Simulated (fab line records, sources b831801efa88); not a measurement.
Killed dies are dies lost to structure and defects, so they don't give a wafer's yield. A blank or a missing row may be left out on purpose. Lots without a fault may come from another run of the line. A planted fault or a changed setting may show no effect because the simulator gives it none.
One fault seen from 2 desks | flow sky130 | each desk has only its own numbers; what lay behind them comes last

THE METROLOGY DESK
What the gauges read, lot by lot, whatever tool the lot ran on: means of the sampled wafers that have a number. A lot is out of limits, marked OUT, if its mean lies more than 4 standard deviations from the usual mean; the brackets give that distance.
Columns: A = LDD_HVN_OVL at SKY_LDD_HVN_OVL_MEAS_07, usual 0.3 nm; B = POLY_CUT_OVL at SKY_POLY_CUT_OVL_MEAS_09, usual -3 nm; C = RES_XHIGH_TW at SKY_RES_XHIGH_TW_MEAS_09, usual 1636; D = RES_XHIGH_RS at SKY_SD_N_RS_MEAS_18, usual 333.1 ohm/sq
lot  | first seen here | A    | B   | C               | D
L390 | day 20 07:14    | -0.8 | -6  | 1621            | 333.0
L394 | day 22 00:52    | -1.3 | -8  | 1624            | 334.3
L395 | day 22 03:46    | -1.7 | -4  | 1627            | 332.8
L396 | day 22 12:58    | -0.5 | -4  | 1652            | 333.0
L397 | day 23 00:13    | -1.9 | -3  | 1645            | 332.5
L398 | day 23 01:32    | -0.7 | 3   | 1650            | 332.2
L401 | day 24 21:41    | -0.4 | -3  | 1613            | 334.9
L408 | day 26 19:46    | 2.0  | 4   | 1571 (-4.1) OUT | 359.4 (+24) OUT
L409 | day 27 04:22    | 3.1  | -10 | 1566 (-4.3) OUT | 360.8 (+25) OUT
L410 | day 27 15:20    | 0.5  | -8  | 1554 (-5.2) OUT | 384.0 (+46) OUT
L413 | day 28 16:19    | -0.7 | -1  | 1657            | 333.3
L411 | day 28 16:40    | 2.3  | -1  | 1647            | 333.2
This desk's finding: out of limits on L408, L409, L410; first on L408, day 32 20:34 (RES_XHIGH_TW at SKY_RES_XHIGH_TW_MEAS_09). In limits: L390, L394, L395, L396, L397, L398, L401, L413, L411.

THE TOOL OWNER'S DESK: implanter-03
The tool's own readings at SKY_RES_XHIGH_IMPLANT_07: means of the sampled wafers that have a number, for each lot that ran on this tool. A lot is out of limits, marked OUT, if its mean lies more than 4 standard deviations from the usual mean; the brackets give that distance.
Columns: A = beam_on_s at SKY_RES_XHIGH_IMPLANT_07, usual 37.9 s; B = faraday_current_uA at SKY_RES_XHIGH_IMPLANT_07, usual 536
lot  | first seen here | A               | B
L390 | day 26 16:11    | 38.8            | 522
L398 | day 29 06:16    | 38.6            | 526
L408 | day 32 20:19    | 34.7            | 589
L409 | day 33 03:34    | 34.1            | 598
L410 | day 33 12:19    | 30.4 (-4.4) OUT | 668 (+5.3) OUT
This desk's finding: out of limits on L410; first on L410, day 33 12:19 (beam_on_s at SKY_RES_XHIGH_IMPLANT_07). In limits: L390, L398, L408, L409.

PUT TOGETHER
The metrology desk could have raised an alarm at day 32 20:34, on L408, L409, L410.
The tool owner's desk could have raised an alarm at day 33 12:19, on L410.
The tool owner's desk has L408, L409 on record, within its limits.
Of the lots named, all ran SKY_RES_XHIGH_IMPLANT_07 on implanter-03.

WHAT THE SIMULATOR HAD PUT IN
Process parameter drift: implanter-03, from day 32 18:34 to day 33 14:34, at SKY_RES_XHIGH_IMPLANT_07. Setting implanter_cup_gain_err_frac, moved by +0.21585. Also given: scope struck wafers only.
Lots struck among those shown: L408, L409, L410.
Hours from the fault's start to each desk's first reading out of limits: the metrology desk, 2; the tool owner's desk, 18.
